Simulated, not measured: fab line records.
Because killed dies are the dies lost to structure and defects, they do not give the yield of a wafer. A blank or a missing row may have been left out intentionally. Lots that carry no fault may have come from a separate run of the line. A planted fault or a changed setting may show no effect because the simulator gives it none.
Matching of chambers || flow sky130 || SKY_FIELD_ISO_ETCH_14 on rie_diel-01 has 4 sister chambers
The step etches BARC in N2/H2, stops on SiO2, time 45.9 s, target depth 60 nm. 8 wafers are shown with their chamber, then 8 later ones without.

== WAFERS PAIRED WITH THEIR CHAMBERS ==
{"wafer": "L077.6", "chamber": 2, "drypump_motor_current_A (A)": 6.0, "oes_product_au (a.u.)": 0.854}
{"wafer": "L082.1", "chamber": 1, "drypump_motor_current_A (A)": 6.2, "oes_product_au (a.u.)": 0.865}
{"wafer": "L082.2", "chamber": 2, "drypump_motor_current_A (A)": 6.1, "oes_product_au (a.u.)": 0.853}
{"wafer": "L082.3", "chamber": 3, "drypump_motor_current_A (A)": 6.1, "oes_product_au (a.u.)": 0.855}
{"wafer": "L082.4", "chamber": 0, "drypump_motor_current_A (A)": 5.2, "oes_product_au (a.u.)": 0.864}
{"wafer": "L082.5", "chamber": 1, "drypump_motor_current_A (A)": 6.2, "oes_product_au (a.u.)": 0.859}
{"wafer": "L082.6", "chamber": 0, "drypump_motor_current_A (A)": 5.2, "oes_product_au (a.u.)": 0.852}
{"wafer": "L085.2", "chamber": 3, "drypump_motor_current_A (A)": 6.1, "oes_product_au (a.u.)": 0.846}

== WAFERS WITHOUT THEIR CHAMBER ==
{"wafer": "L085.4", "drypump_motor_current_A (A)": 6.2, "oes_product_au (a.u.)": 0.849}
{"wafer": "L085.5", "drypump_motor_current_A (A)": 5.2, "oes_product_au (a.u.)": 0.850}
{"wafer": "L091.1", "drypump_motor_current_A (A)": 6.1, "oes_product_au (a.u.)": 0.855}
{"wafer": "L091.3", "drypump_motor_current_A (A)": 6.2, "oes_product_au (a.u.)": 0.850}
{"wafer": "L091.6", "drypump_motor_current_A (A)": 6.1, "oes_product_au (a.u.)": 0.854}
{"wafer": "L092.4", "drypump_motor_current_A (A)": 6.1, "oes_product_au (a.u.)": 0.853}
{"wafer": "L092.5", "drypump_motor_current_A (A)": 6.1, "oes_product_au (a.u.)": 0.859}
{"wafer": "L092.6", "drypump_motor_current_A (A)": 5.2, "oes_product_au (a.u.)": 0.847}

== WHICH CHAMBER EACH ONE RAN IN ==
{"wafer": "L085.4", "from the rows above": "can't be placed: 1 or 3", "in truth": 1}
{"wafer": "L085.5", "from the rows above": 0, "in truth": 0}
{"wafer": "L091.1", "from the rows above": "can't be placed: 3 or 2", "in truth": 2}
{"wafer": "L091.3", "from the rows above": "can't be placed: 1 or 3", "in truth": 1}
{"wafer": "L091.6", "from the rows above": "can't be placed: 3 or 2", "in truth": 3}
{"wafer": "L092.4", "from the rows above": "can't be placed: 3 or 2", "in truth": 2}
{"wafer": "L092.5", "from the rows above": "can't be placed: 3 or 2 or 1", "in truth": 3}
{"wafer": "L092.6", "from the rows above": 0, "in truth": 0}
Correct placement for 2 of the 8. These rows do not allow placing 6 (true chamber among the candidates in 6). 0 placed wrongly.
How it was worked out, from the rows above alone: a wafer's distance from a chamber is the root of the sum, over the readings, of the square of ((its reading less the chamber's mean) divided by the reading's scatter). The wafer belongs to the nearest chamber; if the next one is less than 2 further off, it can't be placed. The mean given for a chamber averages the wafers shown for that chamber. The scatter: the root of (the sum of the squares of (reading less its chamber's mean) over the shown wafers, divided by (wafers less chambers)).
